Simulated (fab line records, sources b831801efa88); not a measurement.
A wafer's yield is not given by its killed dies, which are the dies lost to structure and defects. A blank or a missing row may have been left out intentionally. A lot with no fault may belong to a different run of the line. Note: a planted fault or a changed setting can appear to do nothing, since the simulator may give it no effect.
fab line records ; flow sky130
[record] lots = 4; wafers = 12; last_day = 50
route steps=708 shown POLY_CUT@317 SD_P@320 RES_XHIGH@332 SD_N@342 PAD_OPEN@708
lots with no fault: from the same line, run without faults
start_h: the number of hours between the record's first day and the start of the first shown wafer of the lot ; wait_h: hours elapsed since this lot's preceding step ; " repeats the value in the row above ; L1.1+2: one row covering several wafers at once ; - no value present, or no start provided ; * or withheld: withheld ; < > ~ a bound
route shown NAME@n: NAME is a module with steps in the file, n the number in the route of the first one ; usual: the fault-free wafers' mean and standard deviation ; same: alike in all rows ; chamber/n: place in a boat ; sites: the reading at each site ; _std_site: standard deviation across them ; _edge_site: mean of outer sites minus mean of inner sites ; radius_mm: how far each site lies from the wafer's centre ; mask NAME#n: copy n ; behind: tool/chamber where the wafer was last shaped ; hold: the reason the lot was held/the length of the hold in hours/how it ended ; device: names the non-switching transistor (n, p or np) ; end of line: the route-end tests of the same wafers ; a step given without rows: its recipe and nothing more ; killed: at the first sort, the dies lost to defects and structure; wafer yield is something else ; map: a wafer's dies, marking killed ones x, the rest . and places with no die _
set.NAME: the setting as run; set.NAME@STEP: as run at that earlier step ; model.NAME: the simulator's own value behind a step, which no gauge read
lots at some steps of the route; a table a step, a row a wafer
services: a tool's chamber out of use, with start hour (start_h, from the record's first day; less than 0 if before it), hours out, and reason
[[steps]]
[step SKY_POLY_CUT_ETCH_10]
[recipe] chemistry = N2/H2; target = BARC; ion_energy_ev = 200; source_w = 500; bias_w = 100; pressure_mtorr = 30; n2_flow_sccm = 100; h2_flow_sccm = 200; stop_on = SiO2; time_s = 44.19; target_depth_a = 600
[step SKY_POLY_CUT_ETCH_11]
[recipe] target = Si3N4; chemistry = CF4/CH2F2/Ar; stop_on = poly-Si; source_w = 600; bias_w = 150; pressure_mtorr = 40; cf4_flow_sccm = 40; ch2f2_flow_sccm = 20; Ar_flow_sccm = 150; time_s = 42.5; target_depth_a = 600
[step SKY_POLY_CUT_STRIP_12]
[recipe] chemistry = O2/N2; power_w = 1400; pressure_mtorr = 1500; platen_temp_c = withheld; o2_flow_sccm = 3000; n2_flow_sccm = 300; overash_fraction = 0.5
[step SKY_SD_P_DEHYDRATE_00]
[recipe] temp_c = 200; time_s = 60
[step SKY_SD_P_HMDS_01]
[recipe] prime_time_s = 60; prime_temp_c = 120
[step SKY_SD_P_COAT_02]
[recipe] resist = NOVOLAK; spin_rpm = 3000; resist_thk_nm = 1140
[step SKY_SD_P_SOFTBAKE_03]
[recipe] temp_c = 90; time_s = 60; resist = NOVOLAK
[step SKY_SD_P_EXPOSE_04]
[recipe] mask_id = PSDM; na = 0.6; source_shape = conventional; sigma_outer = 0.6; polarization = unpolarized; target_cd_nm = 380; dose_mj = 138
[step SKY_SD_P_PEB_05]
[recipe] temp_c = withheld; time_s = *; resist = NOVOLAK
[step SKY_SD_P_DEVELOP_06]
[recipe] resist = NOVOLAK; developer = TMAH; develop_time_s = 60; dev_temp_c = 23
[step SKY_SD_P_IMPLANT_09]
[recipe] species = BF2; energy_kev = 20; dose_cm2 = 3e+15; tilt_deg = 0
[usual] beam_on_s = 12.4/0.53; dose_ions_cm2 = 3e+15/3e+12; faraday_current_uA = 13196/540
lot.wafer;tool;chamber;start_h;wait_h;beam_on_s;dose_ions_cm2;faraday_current_uA
L877.1;implanter-03;0;664.52;0.0;13.7;2.997e+15;11908
L877.3;implanter-03;0;664.52;0.0;13.7;2.999e+15;11958
L877.4;implanter-03;0;664.52;0.0;13.0;2.999e+15;12534
L889.2;implanter-03;0;769.20;0.0;10.1;2.097e+15;11351
L889.3;implanter-03;0;769.20;0.0;9.6;2.099e+15;11897
L889.6;implanter-03;0;769.20;0.0;10.0;2.1e+15;11353
L890.1;implanter-03;0;776.24;0.0;10.0;2.097e+15;11471
L890.2;implanter-03;0;776.24;0.0;9.7;2.096e+15;11688
L890.6;implanter-03;0;776.24;0.0;10.0;2.096e+15;11424
L891.2;implanter-01;0;777.41;0.0;12.3;3e+15;13364
L891.4;implanter-01;0;777.41;0.0;12.3;3.001e+15;13232
L891.6;implanter-01;0;777.41;0.0;12.5;2.999e+15;13101
[step SKY_SD_P_STRIP_10]
[recipe] chemistry = O2/N2; power_w = 1400; pressure_mtorr = 1500; platen_temp_c = withheld; o2_flow_sccm = 3000; n2_flow_sccm = 300; overash_fraction = 0.5
[usual] drypump_motor_current_A = 5.57/0.29; n2_flow_sccm = 300.0/0.81; oes_product_au = 0.617/0.0046; strip_time_to_endpoint_s = 17.51/0.044
lot.wafer;tool;chamber;start_h;wait_h;drypump_motor_current_A;n2_flow_sccm;oes_product_au;rf_hours_counter_h;strip_time_to_endpoint_s
L877.1;plasma_asher-03;1;664.67;0.1;5.48;301.0;0.617;54;17.53
L877.3;plasma_asher-03;0;664.67;0.1;5.38;300.9;0.623;-;17.54
L877.4;plasma_asher-03;1;664.67;0.1;5.49;300.0;0.618;-;17.58
L889.2;plasma_asher-01;1;769.33;0.1;5.89;300.1;0.630;96;16.90
L889.3;plasma_asher-01;0;769.33;0.1;5.47;299.4;0.636;-;16.84
L889.6;plasma_asher-01;0;769.33;0.1;5.50;300.2;0.637;-;16.89
L890.1;plasma_asher-03;1;776.39;0.1;5.47;300.0;0.629;66;16.88
L890.2;plasma_asher-03;0;776.39;0.1;5.39;300.5;0.634;66;16.88
L890.6;plasma_asher-03;1;776.39;0.1;5.49;301.2;0.636;-;16.84
L891.2;plasma_asher-01;0;777.53;0.1;5.48;301.1;0.619;97;17.47
L891.4;plasma_asher-01;0;777.53;0.1;5.45;300.6;0.618;-;17.48
L891.6;plasma_asher-01;1;777.53;0.1;5.90;299.8;0.619;-;17.48
[step SKY_SD_P_TW_MEAS_11]
[usual] SD_P_TW = 2819/19
lot.wafer;tool;chamber;start_h;wait_h;SD_P_TW
L877.1;film_metro-03;-;664.77;0.1;2799
L877.3;film_metro-03;-;664.77;0.1;2816
L877.4;film_metro-03;-;664.77;0.1;2795
L889.2;film_metro-04;-;769.44;0.1;2640
L889.3;film_metro-04;-;769.44;0.1;2627
L889.6;film_metro-04;-;769.44;0.1;2637
L890.1;film_metro-03;-;776.49;0.1;2606
L890.2;film_metro-03;-;776.49;0.1;2609
L890.6;film_metro-03;-;776.49;0.1;2614
L891.2;film_metro-04;-;777.64;0.1;2830
L891.4;film_metro-04;-;777.64;0.1;2822
L891.6;film_metro-04;-;777.64;0.1;2821
[step SKY_RES_XHIGH_DEHYDRATE_00]
[recipe] temp_c = 200; time_s = 60
[step SKY_RES_XHIGH_HMDS_01]
[recipe] prime_time_s = 60; prime_temp_c = 120
[step SKY_RES_XHIGH_COAT_02]
[recipe] resist = NOVOLAK; spin_rpm = 3000; resist_thk_nm = 1140
[step SKY_RES_XHIGH_SOFTBAKE_03]
[recipe] temp_c = 90; time_s = 60; resist = NOVOLAK
[step SKY_RES_XHIGH_EXPOSE_04]
[recipe] mask_id = URPM; na = 0.6; source_shape = conventional; sigma_outer = 0.6; polarization = unpolarized; target_cd_nm = 1270; dose_mj = 140
[step SKY_RES_XHIGH_PEB_05]
[recipe] temp_c = withheld; time_s = *; resist = NOVOLAK
[step SKY_RES_XHIGH_DEVELOP_06]
[recipe] resist = NOVOLAK; developer = TMAH; develop_time_s = 58.99; dev_temp_c = 23
[step SKY_RES_XHIGH_IMPLANT_07]
[recipe] species = BF2; energy_kev = 20; dose_cm2 = 3.6e+14; tilt_deg = 0
[step SKY_RES_XHIGH_STRIP_08]
[recipe] chemistry = O2/N2; power_w = 1400; pressure_mtorr = 1500; platen_temp_c = withheld; o2_flow_sccm = 3000; n2_flow_sccm = 300; overash_fraction = 0.5
[step SKY_SD_N_DEHYDRATE_00]
[recipe] temp_c = 200; time_s = 60
[step SKY_SD_N_HMDS_01]
[recipe] prime_time_s = 60; prime_temp_c = 120
[step SKY_SD_N_COAT_02]
[recipe] resist = NOVOLAK; spin_rpm = 3000; resist_thk_nm = 1140
[step SKY_SD_N_SOFTBAKE_03]
[recipe] temp_c = 90; time_s = 60; resist = NOVOLAK
[step SKY_SD_N_EXPOSE_04]
[recipe] mask_id = NSDM; na = 0.6; source_shape = conventional; sigma_outer = 0.6; polarization = unpolarized; target_cd_nm = 380; dose_mj = 141
[step SKY_SD_N_PEB_05]
[recipe] temp_c = withheld; time_s = *; resist = NOVOLAK
[step SKY_SD_N_DEVELOP_06]
[recipe] resist = NOVOLAK; developer = TMAH; develop_time_s = 60; dev_temp_c = 23
[step SKY_SD_N_IMPLANT_09]
[recipe] species = As; energy_kev = 50; dose_cm2 = 4e+15; tilt_deg = 0
[step SKY_SD_N_IMPLANT_10]
[recipe] species = P; energy_kev = 20; dose_cm2 = 1e+14; tilt_deg = 0
[step SKY_SD_N_STRIP_11]
[recipe] chemistry = O2/N2; power_w = 1400; pressure_mtorr = 1500; platen_temp_c = withheld; o2_flow_sccm = 3000; n2_flow_sccm = 300; overash_fraction = 0.5
[step SKY_SD_N_CLEAN_13]
[recipe] chemistry = SC1/SC2; mix = 1:4:20; temp_c = 70; time_s = 150; dry = n2_spin
[step SKY_SD_N_RTA_14]
[recipe] temp_c = 1075; time_s = 2; idle_temp_c = 650; ramp_up_c_per_s = 150; ramp_down_c_per_s = 90; ambient = N2
[step SKY_SD_N_RS_MEAS_17]
[recipe] thk_meas_gauge = four-point-probe
[usual] SD_P_RS = 147.0/0.41
lot.wafer;tool;chamber;start_h;wait_h;SD_P_RS[ohm/sq]
L877.1;film_metro-04;-;721.17;0.1;146.9
L877.3;film_metro-04;-;721.17;0.1;146.7
L877.4;film_metro-04;-;721.17;0.1;146.8
L889.2;film_metro-03;-;822.14;0.1;153.0
L889.3;film_metro-03;-;822.14;0.1;152.5
L889.6;film_metro-03;-;822.14;0.1;152.9
L890.1;film_metro-04;-;829.61;0.1;152.3
L890.2;film_metro-04;-;829.61;0.1;152.4
L890.6;film_metro-04;-;829.61;0.1;152.4
L891.2;film_metro-04;-;831.04;0.1;147.1
L891.4;film_metro-04;-;831.04;0.1;147.1
L891.6;film_metro-04;-;831.04;0.1;147.4
[step SKY_PAD_OPEN_PROBE_99]
[usual] killed_at_M0_to_M3 = 44/7.2; killed_at_M4_up = 3.0/1.8; killed_at_contacts = 24/5.4; killed_at_front_end = 14/4.4; killed_at_other = 0.4/0.64; killed_dies = 86/9.4; killed_open = 47/7.7; killed_short = 39/5.8
[same] gross_dies = 492; killed_at_back_side = 0
lot.wafer;tool;chamber;start_h;wait_h;killed_at_M0_to_M3;killed_at_M4_up;killed_at_contacts;killed_at_front_end;killed_at_other;killed_dies;killed_open;killed_short;model.etest.licon_high_po.rc_ohm;model.etest.res_high_po.line_ohm_um;model.etest.res_pdiff.line_ohm_um;model.etest.pfet_01v8.r_on_ohm_um;model.etest.res_high_po.rs_ohm_sq;model.etest.licon_pdiff.rc_ohm;model.etest.res_pdiff_hv.rs_ohm_sq;model.etest.res_pdiff.rs_ohm_sq
L877.1;prober-02;-;1130.20;0.1;50;1;27;20;0;98;54;44;351.2;727.1;1364;2913;253.5;618.8;192;195.7
L877.3;prober-02;-;1130.30;0.2;47;3;37;16;0;103;55;48;356.8;761.7;1417;2900;263.5;593.1;192.4;196.2
L877.4;prober-02;-;1130.35;0.2;41;0;29;18;1;89;43;46;346;756.9;1410;2902;261.3;585;191.3;194.9
L889.2;prober-01;-;1192.47;0.1;46;1;19;19;0;85;38;47;606;966.8;1485;3072;339.8;692.2;211.8;216.4
L889.3;prober-01;-;1192.52;0.2;45;2;12;15;0;74;39;35;607.6;998.7;1486;3056;353.4;661.5;211.6;216
L889.6;prober-01;-;1192.67;0.2;61;4;28;12;1;106;66;40;581.5;977.9;1490;2981;342.7;645.6;210.9;214.1
L890.1;prober-02;-;1201.33;0.1;44;1;31;12;0;88;53;35;616.2;981.1;1474;2984;341.1;656.6;209.4;215.2
L890.2;prober-02;-;1201.38;0.1;30;4;29;11;0;74;40;34;590.9;994.4;1455;2917;339.6;674.9;211.8;215.9
L890.6;prober-02;-;1201.58;0.2;39;4;16;15;0;74;37;37;608.6;1012;1493;2969;346.1;685.9;211.6;215.9
L891.2;prober-01;-;1203.22;0.1;47;1;17;16;1;82;41;41;354.2;757.9;1378;2849;266.2;580;192.6;198.2
L891.4;prober-01;-;1203.32;0.2;45;3;27;7;0;82;35;47;366;753.5;1406;2778;263.5;572.4;191;199.2
L891.6;prober-01;-;1203.42;0.2;48;4;22;8;0;82;57;25;357.4;757.4;1420;2874;262.9;615.8;192.9;196.9
// killed by level:class
L877.1 CONTACT:geometric_particle:open=13 VIA1:geometric_particle:open=9 FIELD_ISO:geometric_particle:short=8 VIA3:geometric_particle:open=8 FIELD_ISO:geometric_particle:open=7 METAL3:geometric_particle:short=7 VIA1:geometric_particle:short=7 LI_CONTACT:geometric_particle:open=6
L877.3 LI_CONTACT:geometric_particle:open=13 CONTACT:geometric_particle:open=10 VIA1:geometric_particle:open=10 CONTACT:geometric_particle:short=7 VIA3:geometric_particle:open=6 VIA1:geometric_particle:short=5 VIA2:geometric_particle:open=5 METAL2:geometric_particle:short=5
L877.4 CONTACT:geometric_particle:open=14 LOCAL_INTERCONNECT:geometric_particle:short=9 FIELD_ISO:geometric_particle:open=8 METAL1:geometric_particle:short=7 VIA1:geometric_particle:open=7 FIELD_ISO:geometric_particle:short=6 METAL3:geometric_particle:short=6 VIA3:geometric_particle:open=5
L889.2 VIA1:geometric_particle:open=9 CONTACT:geometric_particle:open=8 METAL2:geometric_particle:short=7 VIA2:geometric_particle:short=7 FIELD_ISO:geometric_particle:short=6 VIA2:geometric_particle:open=6 METAL1:geometric_particle:short=6 POLY_GATE:geometric_particle:short=4
L889.3 VIA1:geometric_particle:open=11 VIA2:geometric_particle:open=9 VIA3:geometric_particle:short=6 VIA1:geometric_particle:short=5 FIELD_ISO:geometric_particle:open=3 POLY_GATE:geometric_particle:open=3 POLY_GATE:geometric_particle:short=3 LI_CONTACT:geometric_particle:open=3
L889.6 VIA1:geometric_particle:open=16 LI_CONTACT:geometric_particle:open=10 CONTACT:geometric_particle:open=9 VIA3:geometric_particle:open=8 METAL1:geometric_particle:short=8 VIA2:geometric_particle:open=7 METAL1:geometric_particle:open=6 VIA2:geometric_particle:short=6
L890.1 VIA1:geometric_particle:open=13 CONTACT:geometric_particle:open=12 VIA3:geometric_particle:open=9 LI_CONTACT:geometric_particle:open=8 LOCAL_INTERCONNECT:geometric_particle:short=6 METAL1:geometric_particle:short=5 POLY_GATE:geometric_particle:open=4 CONTACT:geometric_particle:short=4
L890.2 CONTACT:geometric_particle:open=10 LI_CONTACT:geometric_particle:open=8 METAL2:geometric_particle:short=6 VIA2:geometric_particle:open=6 CONTACT:geometric_particle:short=5 LOCAL_INTERCONNECT:geometric_particle:short=4 FIELD_ISO:geometric_particle:open=3 POLY_GATE:geometric_particle:short=3
L890.6 VIA1:geometric_particle:open=10 CONTACT:geometric_particle:open=6 METAL2:geometric_particle:short=6 METAL1:geometric_particle:short=5 VIA2:geometric_particle:open=5 POLY_GATE:geometric_particle:short=4 LOCAL_INTERCONNECT:geometric_particle:short=4 FIELD_ISO:geometric_particle:open=3
L891.2 CONTACT:geometric_particle:open=8 VIA1:geometric_particle:open=7 VIA3:geometric_particle:open=7 METAL1:geometric_particle:short=6 VIA1:geometric_particle:short=6 FIELD_ISO:geometric_particle:short=5 FIELD_ISO:geometric_particle:open=5 VIA2:geometric_particle:short=5
L891.4 CONTACT:geometric_particle:open=10 METAL2:geometric_particle:short=9 VIA1:geometric_particle:open=8 LI_CONTACT:geometric_particle:short=6 CONTACT:geometric_particle:short=6 VIA1:geometric_particle:short=5 VIA2:geometric_particle:open=5 VIA3:geometric_particle:open=5
L891.6 CONTACT:geometric_particle:open=13 VIA1:geometric_particle:open=11 VIA2:geometric_particle:open=9 VIA3:geometric_particle:open=8 LI_CONTACT:geometric_particle:open=5 METAL1:geometric_particle:short=4 METAL3:geometric_particle:short=4 FIELD_ISO:geometric_particle:open=3
[[services]]
tool;chamber;start_h;hours;kind
implanter-03;-;649.84;1.5;repair
plasma_asher-03;-;668.13;0.4;repair
implanter-03;-;668.44;4.0;repair
implanter-01;-;677.95;6.5;pm
implanter-01;-;738.40;3.0;repair
plasma_asher-03;-;761.43;2.8;pm
[[key]]
[first_sign] step = SKY_SD_P_IMPLANT_09; reading = dose_ions_cm2; direction = down; sigmas = 99+; usual = *; struck = *
[effect] step = SKY_SD_P_IMPLANT_09; reading = beam_on_s; direction = down; sigmas = 4.7; usual = 12.4; struck = 9.9
[effect] step = SKY_SD_P_STRIP_10; reading = strip_time_to_endpoint_s; direction = down; sigmas = 15; usual = *; struck = *
[effect] step = SKY_SD_P_TW_MEAS_11; reading = SD_P_TW; direction = down; sigmas = 11; usual = 2819; struck = 2622
[effect] step = SKY_SD_N_RS_MEAS_17; reading = SD_P_RS; direction = up; sigmas = 13; usual = 147.0; struck = 152.6
[model_effect] step = SKY_PAD_OPEN_PROBE_99; value = etest.licon_high_po.rc_ohm; without = 353.3; struck = 601.8
met_at SKY_SD_P_IMPLANT_09
struck_wafers L889.2,L889.3,L889.6,L890.1,L890.2,L890.6
tester_left_out L889,L890
onset_between 664.52 769.20
[fault] kind = process_parameter_drift; tool = implanter-03; chamber = -; onset_h = 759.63; steps = SKY_SD_P_IMPLANT_09; channel = dose_cm2; offset = *; shape = step; end_h = 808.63; acts_in = *; stated = *
// tester_left_out: of these lots the tester's yield and bins aren't shown, on N5 and GAA mostly nor the transistor test; their killed dies are dies lost to structure and defects alone, not to doping, threshold or leakage, so they don't give the yield
